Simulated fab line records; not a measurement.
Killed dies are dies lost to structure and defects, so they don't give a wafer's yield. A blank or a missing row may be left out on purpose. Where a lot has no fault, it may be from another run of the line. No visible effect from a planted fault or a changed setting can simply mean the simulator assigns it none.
2 desks looking at one fault	flow gf180mcu	each desk has only its own numbers; what lay behind them comes last

## AT THE METROLOGY DESK
Lot by lot, what the gauges showed, no matter which tool ran the lot: averages of those sampled wafers that carry a number. A lot is out of limits, marked OUT, if its mean lies more than 4 standard deviations from the usual mean; the brackets give that distance.
Columns: A = SAB_CVD_00_THK at GF_SAB_THK_MEAS_01, usual 49.8 nm
lot	first seen here	A
L149	day 14 18:35	50.1
L150	day 15 00:32	49.6
L151	day 15 11:57	49.3
L152	day 15 17:59	49.6
L153	day 16 00:34	48.5
L154	day 16 10:37	48.2
L156	day 17 09:04	49.0
L163	day 19 17:35	50.0
L164	day 19 23:19	49.2
L165	day 20 07:50	50.4
L168	day 21 11:10	50.5
L170	day 22 01:58	50.1
L169	day 22 03:26	49.2
This desk's verdict: no lot among the 13 shows anything out of limits.

## FOR THE TOOL OWNER'S DESK: pecvd-02
The tool's own readings at GF_SAB_CVD_00 (deposits SiO2 from TEOS, target thk 50 nm, time 4.9302 s): means of the sampled wafers that have a number, for each lot that ran on this tool. A lot is out of limits, marked OUT, if its mean lies more than 4 standard deviations from the usual mean; the brackets give that distance.
Columns: A = heaterPowerW at GF_SAB_CVD_00, usual 685 W
lot	first seen here	A
L149	day 14 18:34	676
L152	day 15 17:58	676
L153	day 16 00:33	680
L154	day 16 10:36	703
L156	day 17 09:03	684
L165	day 20 07:48	631
L168	day 21 11:07	687
L170	day 22 01:57	660
This desk's verdict: no lot among the 8 shows anything out of limits.

## BROUGHT TOGETHER
Metrology desk: nothing out of limits seen.
Nothing out of limits was seen by the tool owner's desk.

## WHAT THE SIMULATOR PUT IN
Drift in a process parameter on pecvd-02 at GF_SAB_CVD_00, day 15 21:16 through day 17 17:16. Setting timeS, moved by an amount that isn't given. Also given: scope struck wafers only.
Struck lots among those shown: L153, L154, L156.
